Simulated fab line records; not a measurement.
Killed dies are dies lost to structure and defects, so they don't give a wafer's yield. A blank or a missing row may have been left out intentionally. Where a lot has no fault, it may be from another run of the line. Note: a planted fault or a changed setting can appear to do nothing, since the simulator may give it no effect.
fab line records	flow gf180mcu
record lots=24	wafers=72	lastDay=34
route steps=602 shown V2@387 M3@412 V3@444 MIM@503 M5@537
lots that met no fault: from a run of the same line without faults
startH: hours from the record's opening day to when the first of the lot's shown wafers began	waitH: hours elapsed since this lot's preceding step	" identical to the entry in the row above	L1.1+2: a row that stands for several wafers	- no value, or no start was given	* or withheld: withheld	< > ~ a bound
route shown NAME@n: a module of which the file shows steps, and the number in the route of the first	usual: average and standard deviation across the fault-free wafers	same: alike in all rows	chamber/n: place in a boat	sites: per-site readings	_std_site: their standard deviation	_edge_site: the outer-site mean with the inner-site mean subtracted	radiusMm: how far each site lies from the wafer's centre	mask NAME#n: copy n	behind: the tool/chamber that last shaped the wafer	hold: why the lot went on hold/how many hours it stayed there/how the hold came to an end	device: whichever transistor did not switch (one of n, p or np)	end of line: the same wafers' tests at the end of the route	for a step that has no rows: nothing shown but its recipe	killed: dies that structure and defects cost at the first sort, which is not the same as the wafer's yield	map: a wafer's dies, marking killed ones x, the rest . and places with no die _
set.NAME: setting as actually run; set.NAME@STEP: the setting as run at that earlier step	model.NAME: the simulator's own value behind a step, which no gauge read
route steps across a sampled set of lots; one table per step, one row per wafer
services: when a tool's chamber went out of use (startH, in hours from the record's first day, below 0 if earlier), for how many hours, and the reason
## steps
# step GF_V2_BOW_MEAS_05
# recipe mode=bow
# usual V2_BOW=100/8.7
lot.wafer	tool	chamber	startH	waitH	V2_BOW[um]
L074.1	filmMetro-04	-	435.02	0.2	92
L074.2	"	-	"	"	101
L074.6	"	-	"	"	102
L075.3	filmMetro-03	-	443.29	0.2	104
L075.5	"	-	"	"	99
L075.6	"	-	"	"	95
L076.2	filmMetro-03	-	450.34	0.3	98
L076.3	"	-	"	"	107
L076.5	"	-	"	"	93
L077.3	filmMetro-03	-	463.08	0.3	101
L077.4	"	-	"	"	84
L077.5	"	-	"	"	95
L078.1	filmMetro-01	-	472.19	0.1	87
L078.3	"	-	"	"	96
L078.6	"	-	"	"	91
L079.1	filmMetro-01	-	484.65	0.1	104
L079.3	"	-	"	"	104
L079.4	"	-	"	"	93
L080.1	filmMetro-04	-	493.74	0.2	97
L080.2	"	-	"	"	99
L080.3	"	-	"	"	94
L081.1	filmMetro-03	-	505.36	0.1	91
L081.4	"	-	"	"	111
L081.6	"	-	"	"	94
L083.1	filmMetro-04	-	515.63	0.2	108
L083.5	"	-	"	"	117
L083.6	"	-	"	"	113
L082.2	filmMetro-03	-	520.88	0.2	97
L082.5	"	-	"	"	100
L082.6	"	-	"	"	97
L084.1	filmMetro-01	-	539.11	0.1	96
L084.5	"	-	"	"	95
L084.6	"	-	"	"	90
L085.1	filmMetro-04	-	548.79	0.1	85
L085.2	"	-	"	"	91
L085.4	"	-	"	"	100
L086.3	filmMetro-03	-	552.54	0.3	102
L086.5	"	-	"	"	93
L086.6	"	-	"	"	114
L087.1	filmMetro-04	-	560.06	0.1	100
L087.3	"	-	"	"	99
L087.4	"	-	"	"	93
L088.1	filmMetro-03	-	568.05	0.1	96
L088.2	"	-	"	"	103
L088.3	"	-	"	"	103
L089.2	filmMetro-03	-	578.75	0.3	101
L089.3	"	-	"	"	111
L089.5	"	-	"	"	95
L090.2	filmMetro-04	-	583.95	0.2	101
L090.3	"	-	"	"	89
L090.5	"	-	"	"	102
L091.2	filmMetro-01	-	584.77	0.2	98
L091.4	"	-	"	"	95
L091.5	"	-	"	"	110
L092.2	filmMetro-03	-	594.39	0.1	121
L092.3	"	-	"	"	110
L092.6	"	-	"	"	114
L093.1	filmMetro-04	-	596.92	0.2	98
L093.3	"	-	"	"	100
L093.4	"	-	"	"	90
L094.1	filmMetro-01	-	611.94	0.1	91
L094.4	"	-	"	"	97
L094.5	"	-	"	"	93
L095.1	filmMetro-03	-	613.04	0.1	106
L095.4	"	-	"	"	95
L095.6	"	-	"	"	101
L096.2	filmMetro-03	-	618.80	0.2	100
L096.4	"	-	"	"	94
L096.5	"	-	"	"	97
L097.2	filmMetro-03	-	627.50	0.3	112
L097.4	"	-	"	"	126
L097.5	"	-	"	"	126
# step GF_M3_SPUTTER_03
# recipe material=Ti	targetThkNm=10	substrateTempC=300	chamberPressurePa=0.3	powerW=3000	timeS=6.7
# usual substrateTempC=300.02/0.22	throttleValvePct=30.3/0.91
lot.wafer	tool	chamber	startH	waitH	substrateTempC	throttleValvePct
L074.1	pvdSputter-02	-	460.90	0.0	299.91	31.6
L074.2	"	-	"	"	299.63	31.3
L074.6	"	-	"	"	300.02	29.6
L075.3	pvdSputter-02	-	469.63	0.0	300.40	29.4
L075.5	"	-	"	"	299.91	29.5
L075.6	"	-	"	"	300.02	31.1
L076.2	pvdSputter-02	-	476.45	0.0	300.27	31.5
L076.3	"	-	"	"	299.91	29.3
L076.5	"	-	"	"	300.26	30.9
L077.3	pvdSputter-03	-	488.65	0.0	300.06	30.4
L077.4	"	-	"	"	299.76	29.4
L077.5	"	-	"	"	299.87	29.3
L078.1	pvdSputter-04	-	498.05	0.0	299.86	30.9
L078.3	"	-	"	"	299.82	29.3
L078.6	"	-	"	"	300.04	31.0
L079.1	pvdSputter-02	-	509.65	0.0	299.71	29.7
L079.3	"	-	"	"	300.14	30.7
L079.4	"	-	"	"	299.38	31.6
L080.1	pvdSputter-03	-	519.70	0.0	300.04	29.2
L080.2	"	-	"	"	299.91	30.3
L080.3	"	-	"	"	299.83	30.7
L081.1	pvdSputter-04	-	530.99	0.0	299.64	28.5
L081.4	"	-	"	"	300.06	30.2
L081.6	"	-	"	"	300.02	30.4
L083.1	pvdSputter-04	-	540.60	0.0	300.25	31.0
L083.5	"	-	"	"	300.02	31.0
L083.6	"	-	"	"	300.30	29.6
L082.2	pvdSputter-03	-	545.50	0.0	300.20	29.4
L082.5	"	-	"	"	299.59	29.8
L082.6	"	-	"	"	299.87	30.2
L084.1	pvdSputter-02	-	563.97	0.0	300.19	30.6
L084.5	"	-	"	"	299.94	31.3
L084.6	"	-	"	"	300.22	31.8
L085.1	pvdSputter-04	-	573.25	0.0	300.11	30.4
L085.2	"	-	"	"	300.08	28.4
L085.4	"	-	"	"	299.71	30.9
L086.3	pvdSputter-03	-	575.49	0.0	300.16	29.4
L086.5	"	-	"	"	300.40	29.1
L086.6	"	-	"	"	299.79	30.5
L087.1	pvdSputter-04	-	583.89	0.0	300.27	28.6
L087.3	"	-	"	"	300.29	30.0
L087.4	"	-	"	"	300.02	30.9
L088.1	pvdSputter-04	-	591.45	0.0	300.24	31.0
L088.2	"	-	"	"	300.04	28.9
L088.3	"	-	"	"	300.11	29.4
L089.2	pvdSputter-02	-	602.02	0.0	299.78	31.2
L089.3	"	-	"	"	300.04	31.7
L089.5	"	-	"	"	300.04	29.5
L090.2	pvdSputter-02	-	606.60	0.0	299.99	29.6
L090.3	"	-	"	"	299.95	31.7
L090.5	"	-	"	"	300.32	31.6
L091.2	pvdSputter-03	-	607.73	0.0	300.04	29.2
L091.4	"	-	"	"	300.07	29.5
L091.5	"	-	"	"	300.24	29.2
L092.2	pvdSputter-02	-	616.55	0.0	300.08	29.4
L092.3	"	-	"	"	299.64	30.9
L092.6	"	-	"	"	299.82	31.0
L093.1	pvdSputter-03	-	619.35	0.0	300.26	29.3
L093.3	"	-	"	"	300.10	30.8
L093.4	"	-	"	"	300.09	30.4
L094.1	pvdSputter-04	-	633.88	0.0	300.07	28.5
L094.4	"	-	"	"	299.93	31.2
L094.5	"	-	"	"	300.03	29.7
L095.1	pvdSputter-03	-	635.62	0.0	299.53	29.5
L095.4	"	-	"	"	300.14	29.5
L095.6	"	-	"	"	299.78	30.8
L096.2	pvdSputter-03	-	640.81	0.0	300.31	30.5
L096.4	"	-	"	"	299.97	29.5
L096.5	"	-	"	"	300.00	30.2
L097.2	pvdSputter-02	-	649.09	0.0	300.34	31.0
L097.4	"	-	"	"	300.02	29.5
L097.5	"	-	"	"	299.96	31.6
# step GF_M3_METAL_ETCH_16
# recipe chemistry=Cl2/BCl3	maskMaterial=KrF	targetDepthNm=627.5	stopOn=SiO2	pressureMtorr=8	icpW=800	biasW=140	Cl2_flow_sccm=80	bcl3FlowSccm=40	timeS=104.6
# usual drypumpMotorCurrentA=5.7/0.49	oesProductAu=0.973/0.0066	throttleValvePct=28.249/0.01
lot.wafer	tool	chamber	startH	waitH	drypumpMotorCurrentA	oesProductAu	rfHoursCounterH	throttleValvePct
L074.1	rieMetal-04	1	485.24	0.0	6.2	0.961	11	28.270
L074.2	"	0	"	"	5.4	0.966	7	28.253
L074.6	"	1	"	"	6.3	0.967	-	28.256
L075.3	rieMetal-02	1	493.56	0.1	5.7	0.975	-	28.256
L075.5	"	1	"	"	5.7	0.977	-	28.225
L075.6	"	1	"	"	5.7	0.977	-	28.236
L076.2	rieMetal-04	1	500.26	0.0	6.2	0.980	12	28.248
L076.3	"	0	"	"	5.4	0.976	-	28.252
L076.5	"	1	"	"	6.2	0.986	-	28.234
L077.3	rieMetal-03	0	512.48	0.1	5.0	0.985	-	28.255
L077.4	"	1	"	"	5.8	0.979	-	28.244
L077.5	"	1	"	"	5.7	0.979	-	28.262
L078.1	rieMetal-03	0	521.54	0.0	5.0	0.976	10	28.248
L078.3	"	1	"	"	5.8	0.977	-	28.260
L078.6	"	0	"	"	5.0	0.973	-	28.264
L079.1	rieMetal-04	0	533.24	0.0	5.4	0.970	8	28.255
L079.3	"	0	"	"	5.4	0.955	-	28.257
L079.4	"	0	"	"	5.3	0.982	-	28.238
L080.1	rieMetal-02	1	542.29	0.0	5.7	0.963	2	28.257
L080.2	"	0	"	"	6.5	0.958	1	28.257
L080.3	"	0	"	"	6.5	0.966	-	28.272
L081.1	rieMetal-04	1	553.59	0.0	6.2	0.970	0	28.257
L081.4	"	1	"	"	6.2	0.968	-	28.259
L081.6	"	0	"	"	5.4	0.968	-	28.242
L083.1	rieMetal-02	0	563.24	0.0	6.5	0.977	2	28.251
L083.5	"	0	"	"	6.5	0.974	-	28.243
L083.6	"	1	"	"	5.7	0.974	-	28.245
L082.2	rieMetal-02	0	567.57	0.1	6.5	0.967	-	28.265
L082.5	"	0	"	"	6.5	0.964	-	28.252
L082.6	"	0	"	"	6.5	0.964	-	28.251
L084.1	rieMetal-04	1	585.54	0.0	6.3	0.974	1	28.260
L084.5	"	0	"	"	5.3	0.973	-	28.244
L084.6	"	1	"	"	6.3	0.969	-	28.266
L085.1	rieMetal-03	1	595.59	0.0	5.8	0.963	0	28.257
L085.2	"	0	"	"	5.0	0.972	1	28.244
L085.4	"	0	"	"	5.0	0.978	-	28.252
L086.3	rieMetal-03	0	596.57	0.1	5.0	0.979	-	28.247
L086.5	"	1	"	"	5.8	0.980	-	28.254
L086.6	"	0	"	"	5.0	0.976	-	28.236
L087.1	rieMetal-02	1	604.74	0.0	5.7	0.983	3	28.234
L087.3	"	1	"	"	5.7	0.960	-	28.271
L087.4	"	0	"	"	6.4	0.972	-	28.241
L088.1	rieMetal-03	0	612.79	0.0	5.0	0.977	2	28.246
L088.2	"	1	"	"	5.8	0.976	1	28.219
L088.3	"	0	"	"	5.0	0.977	-	28.239
L089.2	rieMetal-03	1	622.34	0.0	5.8	0.990	1	28.231
L089.3	"	0	"	"	5.0	0.980	-	28.246
L089.5	"	1	"	"	5.8	0.974	-	28.234
L090.2	rieMetal-03	0	627.89	0.0	5.0	0.975	3	28.234
L090.3	"	1	"	"	5.7	0.979	-	28.255
L090.5	"	0	"	"	5.0	0.978	-	28.231
L091.2	rieMetal-04	0	628.44	0.0	5.4	0.971	11	28.260
L091.4	"	1	"	"	6.3	0.973	-	28.259
L091.5	"	0	"	"	5.4	0.976	-	28.243
L092.2	rieMetal-04	1	637.24	0.0	6.3	0.973	3	28.251
L092.3	"	1	"	"	6.3	0.979	-	28.235
L092.6	"	1	"	"	6.3	0.972	-	28.245
L093.1	rieMetal-03	0	639.94	0.0	5.0	0.962	3	28.259
L093.3	"	1	"	"	5.8	0.979	-	28.242
L093.4	"	0	"	"	5.0	0.971	-	28.252
L094.1	rieMetal-03	0	654.34	0.0	5.0	0.971	3	28.253
L094.4	"	1	"	"	5.7	0.969	-	28.240
L094.5	"	0	"	"	5.0	0.971	-	28.253
L095.1	rieMetal-02	1	655.84	0.0	5.7	0.980	5	28.230
L095.4	"	0	"	"	6.5	0.974	-	28.243
L095.6	"	0	"	"	6.5	0.976	-	28.240
L096.2	rieMetal-03	1	660.79	0.0	5.8	0.974	3	28.257
L096.4	"	1	"	"	5.8	0.966	-	28.253
L096.5	"	0	"	"	5.0	0.974	-	28.234
L097.2	rieMetal-03	1	668.44	0.0	5.8	0.968	3	28.241
L097.4	"	0	"	"	5.0	0.973	-	28.246
L097.5	"	0	"	"	5.0	0.968	-	28.248
# step GF_V3_OVL_MEAS_15
# usual V3_OVL=-2/5.6
lot.wafer	tool	chamber	startH	waitH	V3_OVL[nm]
L074.1	overlay-02	-	510.33	0.1	-7
L074.2	"	-	"	"	-2
L074.6	"	-	"	"	-12
L075.3	overlay-01	-	518.29	0.1	-5
L075.5	"	-	"	"	-8
L075.6	"	-	"	"	-12
L076.2	overlay-02	-	524.89	0.1	-4
L076.3	"	-	"	"	-5
L076.5	"	-	"	"	-3
L077.3	overlay-01	-	537.06	0.1	-2
L077.4	"	-	"	"	-6
L077.5	"	-	"	"	-4
L078.1	overlay-02	-	546.40	0.1	1
L078.3	"	-	"	"	0
L078.6	"	-	"	"	-2
L079.1	overlay-02	-	556.88	0.1	-1
L079.3	"	-	"	"	2
L079.4	"	-	"	"	1
L080.1	overlay-01	-	565.80	0.1	3
L080.2	"	-	"	"	4
L080.3	"	-	"	"	8
L081.1	overlay-02	-	576.70	0.1	-2
L081.4	"	-	"	"	-2
L081.6	"	-	"	"	5
L083.1	overlay-01	-	586.40	0.1	-5
L083.5	"	-	"	"	-3
L083.6	"	-	"	"	-7
L082.2	overlay-01	-	590.81	0.1	3
L082.5	"	-	"	"	-3
L082.6	"	-	"	"	-1
L084.1	overlay-01	-	607.43	0.1	-1
L084.5	"	-	"	"	0
L084.6	"	-	"	"	3
L085.1	overlay-01	-	617.45	0.1	-1
L085.2	"	-	"	"	4
L085.4	"	-	"	"	1
L086.3	overlay-02	-	619.21	0.1	-7
L086.5	"	-	"	"	-4
L086.6	"	-	"	"	-5
L087.1	overlay-01	-	627.70	0.1	-4
L087.3	"	-	"	"	-7
L087.4	"	-	"	"	-7
L088.1	overlay-02	-	634.92	0.1	-6
L088.2	"	-	"	"	2
L088.3	"	-	"	"	-8
L089.2	overlay-01	-	644.01	0.1	-1
L089.3	"	-	"	"	5
L089.5	"	-	"	"	0
L090.2	overlay-01	-	648.76	0.1	-6
L090.3	"	-	"	"	-5
L090.5	"	-	"	"	-6
L091.2	overlay-01	-	649.74	0.1	-11
L091.4	"	-	"	"	-6
L091.5	"	-	"	"	-7
L092.2	overlay-01	-	658.41	0.1	-6
L092.3	"	-	"	"	-2
L092.6	"	-	"	"	0
L093.1	overlay-02	-	660.98	0.1	-4
L093.3	"	-	"	"	-6
L093.4	"	-	"	"	-5
L094.1	overlay-01	-	674.90	0.1	9
L094.4	"	-	"	"	5
L094.5	"	-	"	"	9
L095.1	overlay-01	-	676.50	0.1	5
L095.4	"	-	"	"	1
L095.6	"	-	"	"	0
L096.2	overlay-01	-	681.06	0.1	-3
L096.4	"	-	"	"	-5
L096.5	"	-	"	"	-5
L097.2	overlay-01	-	687.76	0.1	-11
L097.4	"	-	"	"	-2
L097.5	"	-	"	"	-10
# step GF_MIM_SPUTTER_00
# recipe material=Ti	targetThkNm=37.5	arrivingIonEnergyEv=80	substrateTempC=200	chamberPressurePa=2	powerW=4000	timeS=150
# usual substrateTempC=200.02/0.15	throttleValvePct=30.0/0.88
lot.wafer	tool	chamber	startH	waitH	substrateTempC	throttleValvePct
L074.1	pvdSputter-02	-	561.14	0.1	200.13	30.8
L074.2	"	-	"	"	200.00	30.9
L074.6	"	-	"	"	200.18	29.6
L075.3	pvdSputter-03	-	567.93	0.1	200.17	29.3
L075.5	"	-	"	"	199.98	29.2
L075.6	"	-	"	"	200.14	29.3
L076.2	pvdSputter-04	-	574.38	0.2	200.10	28.4
L076.3	"	-	"	"	199.84	29.4
L076.5	"	-	"	"	199.87	30.9
L077.3	pvdSputter-02	-	586.54	0.1	200.15	30.8
L077.4	"	-	"	"	200.09	31.1
L077.5	"	-	"	"	199.95	30.9
L078.1	pvdSputter-04	-	594.09	0.2	199.94	29.3
L078.3	"	-	"	"	200.28	28.3
L078.6	"	-	"	"	200.00	29.6
L079.1	pvdSputter-04	-	603.87	0.2	199.93	28.4
L079.3	"	-	"	"	200.03	29.5
L079.4	"	-	"	"	200.06	31.2
L080.1	pvdSputter-04	-	612.57	0.2	200.06	29.5
L080.2	"	-	"	"	200.05	28.4
L080.3	"	-	"	"	200.07	30.6
L081.1	pvdSputter-02	-	622.59	0.2	200.02	31.4
L081.4	"	-	"	"	200.01	31.2
L081.6	"	-	"	"	200.00	29.6
L083.1	pvdSputter-04	-	632.77	0.2	200.11	30.1
L083.5	"	-	"	"	200.09	30.1
L083.6	"	-	"	"	199.95	28.4
L082.2	pvdSputter-02	-	637.59	0.1	199.78	31.1
L082.5	"	-	"	"	199.84	30.9
L082.6	"	-	"	"	199.99	29.6
L084.1	pvdSputter-04	-	653.03	0.1	200.02	29.7
L084.5	"	-	"	"	200.12	30.0
L084.6	"	-	"	"	200.05	28.4
L085.1	pvdSputter-04	-	662.02	0.1	200.23	31.0
L085.2	"	-	"	"	200.33	30.4
L085.4	"	-	"	"	200.06	29.3
L086.3	pvdSputter-03	-	663.29	0.1	199.96	30.0
L086.5	"	-	"	"	200.12	29.3
L086.6	"	-	"	"	199.97	30.2
L087.1	pvdSputter-02	-	671.24	0.1	199.83	31.1
L087.3	"	-	"	"	199.93	29.6
L087.4	"	-	"	"	200.05	31.1
L088.1	pvdSputter-03	-	678.62	0.2	200.07	30.7
L088.2	"	-	"	"	200.10	30.3
L088.3	"	-	"	"	199.93	29.3
L089.2	pvdSputter-03	-	686.89	0.1	200.15	30.2
L089.3	"	-	"	"	199.97	29.3
L089.5	"	-	"	"	200.20	29.3
L090.2	pvdSputter-03	-	691.42	0.2	200.18	29.5
L090.3	"	-	"	"	199.85	29.7
L090.5	"	-	"	"	200.11	29.6
L091.2	pvdSputter-04	-	691.77	0.1	200.01	30.3
L091.4	"	-	"	"	200.02	31.0
L091.5	"	-	"	"	200.11	30.0
L092.2	pvdSputter-02	-	701.31	0.1	200.13	29.6
L092.3	"	-	"	"	199.98	31.5
L092.6	"	-	"	"	200.04	29.1
L093.1	pvdSputter-03	-	703.29	0.1	200.00	29.3
L093.3	"	-	"	"	200.24	30.4
L093.4	"	-	"	"	200.14	29.5
L094.1	pvdSputter-03	-	715.79	0.2	199.70	30.2
L094.4	"	-	"	"	199.99	29.3
L094.5	"	-	"	"	199.96	30.3
L095.1	pvdSputter-02	-	718.02	0.2	199.81	29.7
L095.4	"	-	"	"	199.96	29.3
L095.6	"	-	"	"	199.96	31.6
L096.2	pvdSputter-04	-	722.44	0.1	199.78	28.7
L096.4	"	-	"	"	200.12	29.7
L096.5	"	-	"	"	199.96	29.6
L097.2	pvdSputter-04	-	728.24	0.1	200.24	29.6
L097.4	"	-	"	"	199.95	30.2
L097.5	"	-	"	"	200.11	29.8
# step GF_M5_STRIP_11
# recipe chemistry=O2/N2	powerW=1400	pressureMtorr=1500	platenTempC=250	o2FlowSccm=3000	n2FlowSccm=300	overashFraction=0.5
# usual drypumpMotorCurrentA=5.64/0.18	heaterPowerW=366/33	n2FlowSccm=300.2/0.98	oesProductAu=0.542/0.0052	stripTimeToEndpointS=7.50/0.043
lot.wafer	tool	chamber	startH	waitH	drypumpMotorCurrentA	heaterPowerW	n2FlowSccm	oesProductAu	rfHoursCounterH	stripTimeToEndpointS
L074.1	plasmaAsher-03	1	605.40	0.1	5.48	372	299.9	0.537	86	7.47
L074.2	"	0	"	"	5.87	330	300.8	0.543	86	7.47
L074.6	"	0	"	"	5.89	324	300.9	0.533	-	7.51
L075.3	plasmaAsher-03	1	611.56	0.1	5.49	370	298.9	0.539	-	7.52
L075.5	"	1	"	"	5.47	374	299.2	0.534	-	7.47
L075.6	"	0	"	"	5.87	321	298.7	0.542	-	7.49
L076.2	plasmaAsher-02	1	617.50	0.1	5.59	424	301.3	0.543	42	7.50
L076.3	"	0	"	"	5.44	396	300.8	0.550	-	7.51
L076.5	"	1	"	"	5.60	412	300.6	0.545	-	7.54
L077.3	plasmaAsher-03	0	629.70	0.1	5.86	335	299.0	0.539	-	7.48
L077.4	"	1	"	"	5.52	363	301.1	0.541	-	7.43
L077.5	"	0	"	"	5.86	334	300.5	0.532	-	7.48
L078.1	plasmaAsher-03	1	636.07	0.1	5.48	375	300.8	0.549	89	7.58
L078.3	"	0	"	"	5.86	330	299.8	0.552	-	7.56
L078.6	"	0	"	"	5.87	330	299.6	0.548	-	7.55
L079.1	plasmaAsher-02	1	645.75	0.1	5.58	429	300.2	0.551	45	7.50
L079.3	"	1	"	"	5.59	436	299.0	0.542	-	7.54
L079.4	"	0	"	"	5.46	391	300.1	0.538	-	7.48
L080.1	plasmaAsher-03	1	654.82	0.1	5.47	364	298.9	0.548	91	7.53
L080.2	"	0	"	"	5.87	327	299.1	0.544	91	7.56
L080.3	"	0	"	"	5.87	337	299.9	0.550	-	7.55
L081.1	plasmaAsher-01	0	664.07	0.1	5.91	366	301.1	0.538	25	7.45
L081.4	"	0	"	"	5.90	359	301.4	0.536	-	7.43
L081.6	"	0	"	"	5.90	356	299.1	0.543	-	7.48
L083.1	plasmaAsher-03	0	671.40	0.1	5.88	337	300.3	0.539	92	7.49
L083.5	"	0	"	"	5.86	329	299.7	0.544	-	7.49
L083.6	"	1	"	"	5.51	373	299.1	0.541	-	7.51
L082.2	plasmaAsher-03	0	677.62	0.1	5.86	327	301.0	0.547	93	7.55
L082.5	"	1	"	"	5.48	375	299.8	0.543	-	7.50
L082.6	"	0	"	"	5.85	335	301.5	0.541	-	7.52
L084.1	plasmaAsher-02	0	692.02	0.1	5.47	396	298.8	0.548	51	7.60
L084.5	"	0	"	"	5.48	396	300.2	0.539	-	7.54
L084.6	"	1	"	"	5.58	419	299.4	0.551	-	7.59
L085.1	plasmaAsher-03	0	701.12	0.1	5.87	321	300.8	0.544	95	7.54
L085.2	"	1	"	"	5.55	380	300.8	0.538	95	7.54
L085.4	"	0	"	"	5.88	324	301.0	0.548	-	7.51
L086.3	plasmaAsher-01	1	701.63	0.1	5.60	317	299.2	0.550	-	7.49
L086.5	"	0	"	"	5.92	360	298.5	0.543	-	7.46
L086.6	"	1	"	"	5.60	318	299.5	0.548	-	7.50
L087.1	plasmaAsher-03	1	709.22	0.1	5.48	384	300.6	0.536	96	7.50
L087.3	"	0	"	"	5.87	339	299.9	0.546	-	7.50
L087.4	"	1	"	"	5.50	371	300.2	0.548	-	7.50
L088.1	plasmaAsher-03	1	716.47	0.1	5.46	379	300.6	0.540	96	7.50
L088.2	"	0	"	"	5.88	328	301.5	0.544	96	7.43
L088.3	"	0	"	"	5.87	327	299.6	0.541	-	7.51
L089.2	plasmaAsher-03	1	724.23	0.1	5.50	371	299.5	0.537	97	7.54
L089.3	"	0	"	"	5.86	335	300.9	0.540	-	7.53
L089.5	"	1	"	"	5.50	365	300.0	0.538	-	7.55
L090.2	plasmaAsher-03	1	728.80	0.1	5.51	370	301.1	0.541	98	7.47
L090.3	"	0	"	"	5.85	328	299.1	0.549	-	7.47
L090.5	"	0	"	"	5.85	334	300.3	0.536	-	7.50
L091.2	plasmaAsher-01	1	729.15	0.1	5.57	309	299.9	0.541	32	7.56
L091.4	"	1	"	"	5.56	321	300.1	0.543	-	7.54
L091.5	"	0	"	"	5.92	357	299.8	0.545	-	7.54
L092.2	plasmaAsher-03	0	737.97	0.1	5.84	335	299.9	0.546	99	7.49
L092.3	"	0	"	"	5.85	325	299.5	0.541	-	7.44
L092.6	"	1	"	"	5.50	371	300.6	0.536	-	7.50
L093.1	plasmaAsher-03	0	739.77	0.1	5.87	325	299.7	0.544	99	7.52
L093.3	"	1	"	"	5.50	375	302.6	0.536	-	7.52
L093.4	"	0	"	"	5.86	325	300.3	0.549	-	7.53
L094.1	plasmaAsher-02	1	751.17	0.1	5.58	409	300.5	0.532	57	7.42
L094.4	"	0	"	"	5.47	398	299.6	0.537	-	7.39
L094.5	"	1	"	"	5.56	419	300.1	0.534	-	7.41
L095.1	plasmaAsher-02	1	752.45	0.1	5.59	425	299.2	0.532	57	7.52
L095.4	"	1	"	"	5.57	423	298.7	0.538	-	7.48
L095.6	"	0	"	"	5.44	388	300.7	0.536	-	7.49
L096.2	plasmaAsher-02	1	757.90	0.1	5.56	421	298.7	0.532	58	7.45
L096.4	"	1	"	"	5.60	419	299.4	0.537	-	7.51
L096.5	"	0	"	"	5.44	392	300.0	0.545	-	7.47
L097.2	plasmaAsher-02	0	762.77	0.1	5.46	381	299.9	0.533	58	7.48
L097.4	"	1	"	"	5.56	421	300.8	0.538	-	7.47
L097.5	"	1	"	"	5.57	427	299.9	0.550	-	7.49
## services
tool	chamber	startH	hours	kind
pvdSputter-02	0	453.24	-	consumableReplace:kit
pvdSputter-02	0	453.24	18.0	scheduledDown
pvdSputter-02	0	453.24	18.0	ventCycle
rieMetal-04	-	465.60	14.6	pm
rieMetal-04	-	480.63	0.3	repair
pvdSputter-02	-	480.82	3.8	repair
rieMetal-03	0	481.67	2.7	repair
rieMetal-03	-	487.24	0.8	repair
rieMetal-02	-	505.35	1.4	pm
plasmaAsher-02	-	526.74	1.9	repair
pvdSputter-02	-	527.22	1.4	repair
rieMetal-04	0	559.41	2.2	repair
rieMetal-02	1	563.97	4.5	repair
pvdSputter-04	2	587.26	-	consumableReplace:kit
pvdSputter-04	2	587.26	18.0	scheduledDown
pvdSputter-04	2	587.26	18.0	ventCycle
plasmaAsher-03	-	662.27	5.9	repair
rieMetal-03	0	668.65	7.3	repair
rieMetal-04	0	701.88	6.2	repair
pvdSputter-04	-	724.60	2.5	repair
pvdSputter-04	1	736.35	-	consumableReplace:kit
pvdSputter-04	1	736.35	18.0	scheduledDown
pvdSputter-04	1	736.35	18.0	ventCycle
pvdSputter-03	-	756.80	5.7	repair
## key
fault none
